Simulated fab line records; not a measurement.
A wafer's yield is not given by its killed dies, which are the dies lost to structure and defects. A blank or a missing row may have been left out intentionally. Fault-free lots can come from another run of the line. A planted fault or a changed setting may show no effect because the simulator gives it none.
2 desks looking at one fault / flow sky130 / what lay behind the numbers comes last; until then each desk has only its own

FOR THE TOOL OWNER'S DESK: implanter-04
For each lot that ran on this tool, the mean over its sampled wafers that have a number, from the tool's own readings at SKY_LDD_LDN_IMPLANT_08. The brackets show how far a lot's mean lies from the usual mean; more than 4 standard deviations puts the lot out of limits, marked OUT.
Columns: A = beamEnergyKeV at SKY_LDD_LDN_IMPLANT_08, usual 14.999; B = doseIonsCm2 at SKY_LDD_LDN_IMPLANT_08, usual 1.2503e+13
lot=L111; first seen here=day 23 15:43; A=14.994; B=1.2490e+13
lot=L112; first seen here=day 23 22:50; A=14.996; B=1.2510e+13
lot=L116; first seen here=day 25 06:01; A=15.003; B=1.2502e+13
lot=L115; first seen here=day 25 06:44; A=14.999; B=1.2499e+13
lot=L120; first seen here=day 26 12:53; A=14.593 (-99 or more) OUT; B=1.2526e+13
lot=L124; first seen here=day 27 11:17; A=14.590 (-99 or more) OUT; B=1.2496e+13
lot=L130; first seen here=day 29 17:40; A=14.999; B=1.2502e+13
This desk's finding: out of limits on L120, L124; first on L120, day 26 12:53 (beamEnergyKeV at SKY_LDD_LDN_IMPLANT_08). L111, L112, L116, L115, L130: within limits.

METROLOGY DESK
Lot by lot, what the gauges showed, no matter which tool ran the lot: averages of those sampled wafers that carry a number. The brackets show how far a lot's mean lies from the usual mean; more than 4 standard deviations puts the lot out of limits, marked OUT.
Columns: A = POLY_GATE_CVD_03_THK at SKY_POLY_GATE_THK_MEAS_04, usual 74.9 nm; B = cdNm at SKY_POLY_CUT_CD_MEAS_08, usual 270.3 nm
lot=L111; first seen here=day 15 20:25; A=76.1; B=269.0
lot=L112; first seen here=day 16 06:13; A=76.4; B=270.8
lot=L114; first seen here=day 17 01:16; A=74.5; B=270.5
lot=L113; first seen here=day 17 01:16; A=75.6; B=270.2
lot=L116; first seen here=day 17 12:40; A=74.9; B=269.7
lot=L115; first seen here=day 17 14:41; A=75.3; B=271.2
lot=L120; first seen here=day 18 20:48; A=74.6; B=271.4
lot=L123; first seen here=day 19 16:49; A=75.3; B=270.3
lot=L124; first seen here=day 19 20:44; A=75.0; B=269.9
lot=L127; first seen here=day 21 09:00; A=75.0; B=269.9
lot=L129; first seen here=day 22 04:42; A=74.4; B=270.6
lot=L130; first seen here=day 22 08:25; A=75.1; B=270.4
lot=L133; first seen here=day 23 08:02; A=74.2; B=268.0
This desk's finding: nothing out of limits on any of the 13 lots.

TAKEN TOGETHER
On L120, L124, at day 26 12:53, an alarm was possible from the tool owner's desk.
The metrology desk saw nothing out of limits.
The metrology desk holds a record of L120, L124, inside its limits.
All the named lots went through SKY_LDD_LDN_IMPLANT_08 on implanter-04.

WHAT HAD BEEN PUT IN BY THE SIMULATOR
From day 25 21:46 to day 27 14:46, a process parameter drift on implanter-04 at SKY_LDD_LDN_IMPLANT_08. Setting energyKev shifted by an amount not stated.
Shown lots that were struck: L120, L124.
Hours from the fault's start to each desk's first reading out of limits: the tool owner's desk, 15.
